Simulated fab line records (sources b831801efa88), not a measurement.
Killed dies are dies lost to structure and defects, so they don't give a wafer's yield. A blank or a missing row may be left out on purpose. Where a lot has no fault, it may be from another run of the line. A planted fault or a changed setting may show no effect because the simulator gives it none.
Matching of chambers / flow gf180mcu / GF_V1_CVD_02 on pecvd-04: 3 sister chambers
The step deposits SiO2 from TEOS, target thk 850 nm, time 94.851 s. 3 wafers are shown with their chamber, then 11 later ones without.

== WAFERS, EACH WITH ITS CHAMBER ==
wafer=L086.4; chamber=1; heater power w (W)=685
wafer=L086.6; chamber=2; heater power w (W)=670
wafer=L088.2; chamber=0; heater power w (W)=510

== WAFERS WITHOUT THEIR CHAMBER ==
wafer=L088.3; heater power w (W)=684
wafer=L088.5; heater power w (W)=565
wafer=L090.1; heater power w (W)=609
wafer=L090.4; heater power w (W)=544
wafer=L090.6; heater power w (W)=617
wafer=L092.1; heater power w (W)=621
wafer=L092.4; heater power w (W)=596
wafer=L092.6; heater power w (W)=697
wafer=L095.2; heater power w (W)=674
wafer=L095.5; heater power w (W)=613
wafer=L095.6; heater power w (W)=719

== WHICH CHAMBER EACH ONE RAN IN ==
wafer=L088.3; from the rows above=can't be placed: 1 or 2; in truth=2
wafer=L088.5; from the rows above=can't be placed: 0 or 2 or 1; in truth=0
wafer=L090.1; from the rows above=can't be placed: 2 or 1 or 0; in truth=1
wafer=L090.4; from the rows above=0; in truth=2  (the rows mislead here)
wafer=L090.6; from the rows above=can't be placed: 2 or 1 or 0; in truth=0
wafer=L092.1; from the rows above=can't be placed: 2 or 1 or 0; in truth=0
wafer=L092.4; from the rows above=can't be placed: 2 or 0 or 1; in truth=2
wafer=L092.6; from the rows above=can't be placed: 1 or 2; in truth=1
wafer=L095.2; from the rows above=can't be placed: 2 or 1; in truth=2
wafer=L095.5; from the rows above=can't be placed: 2 or 1 or 0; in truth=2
wafer=L095.6; from the rows above=can't be placed: 1 or 2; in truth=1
Correctly placed: 0 of 11. Unplaceable from these rows: 10, with the true chamber sitting among the candidates in 10. Wrongly placed: 1.
How it was worked out, from the rows above alone: a wafer's distance from a chamber is the root of the sum, over the readings, of the square of ((its reading less the chamber's mean) divided by the reading's scatter). The wafer belongs to the nearest chamber; if the next one is less than 2 further off, it can't be placed. For every chamber, the mean is computed from those of its wafers that are shown. The scatter (one wafer shown for each chamber): square how far every hidden wafer sits from the nearest shown wafer, average those squares and take the square root.
